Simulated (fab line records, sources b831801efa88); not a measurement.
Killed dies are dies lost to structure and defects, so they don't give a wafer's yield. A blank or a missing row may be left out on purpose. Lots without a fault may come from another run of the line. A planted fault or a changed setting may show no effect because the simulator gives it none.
One fault seen from 2 desks | flow gf180mcu | each desk has only its own numbers; what lay behind them comes last

THE METROLOGY DESK
What the gauges read, lot by lot, whatever tool the lot ran on: means of the sampled wafers that have a number. A lot is out of limits, marked OUT, if its mean lies more than 4 standard deviations from the usual mean; the brackets give that distance.
Columns: A = V4_W_RS at GF_V4_RS_MEAS_24, usual 0.327 ohm/sq; B = V4_W_THK at GF_V4_THK_MEAS_25, usual 348 nm; C = MIM_CVD_05_THK at GF_MIM_THK_MEAS_06, usual 42.0 nm
lot  | first seen here | A     | B   | C
L495 | day 27 01:16    | 0.329 | 342 | 41.7
L498 | day 27 22:29    | 0.327 | 344 | 41.8
L501 | day 28 17:51    | 0.325 | 356 | 42.4
L503 | day 29 11:02    | 0.327 | 354 | 42.0
L510 | day 31 00:54    | 0.325 | 347 | 42.3
L511 | day 31 10:56    | 0.323 | 359 | 42.4
This desk's finding: nothing out of limits on any of the 6 lots.

THE TOOL OWNER'S DESK: pvd_sputter-02
The tool's own readings at GF_MIM_SPUTTER_07 (material TiN, target thk 60 nm, time 50 s): means of the sampled wafers that have a number, for each lot that ran on this tool. A lot is out of limits, marked OUT, if its mean lies more than 4 standard deviations from the usual mean; the brackets give that distance.
Columns: A = cathode_dc_power_W at GF_MIM_SPUTTER_07, usual 6499.9 W; B = chamber_pressure_pa at GF_MIM_SPUTTER_07, usual 0.4001 Pa; C = throttle_valve_pct at GF_MIM_SPUTTER_07, usual 29.8 %
lot  | first seen here | A                        | B      | C
L498 | day 27 23:16    | 6499.5                   | 0.4003 | 29.6
L501 | day 28 18:36    | 6304.6 (-99 or more) OUT | 0.4007 | 31.0
L503 | day 29 11:48    | 6303.8 (-99 or more) OUT | 0.4001 | 31.7
This desk's finding: out of limits on L501, L503; first on L501, day 28 18:36 (cathode_dc_power_W at GF_MIM_SPUTTER_07). In limits: L498.

PUT TOGETHER
The tool owner's desk could have raised an alarm at day 28 18:36, on L501, L503.
The metrology desk saw nothing out of limits.
The metrology desk has L501, L503 on record, within its limits.
Of the lots named, all ran GF_MIM_SPUTTER_07 on pvd_sputter-02.

WHAT THE SIMULATOR HAD PUT IN
Process parameter drift: pvd_sputter-02, from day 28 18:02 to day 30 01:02, at GF_MIM_SPUTTER_07. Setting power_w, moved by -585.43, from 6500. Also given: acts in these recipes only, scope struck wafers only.
Lots struck among those shown: L501, L503.
Hours from the fault's start to each desk's first reading out of limits: the tool owner's desk, 1.
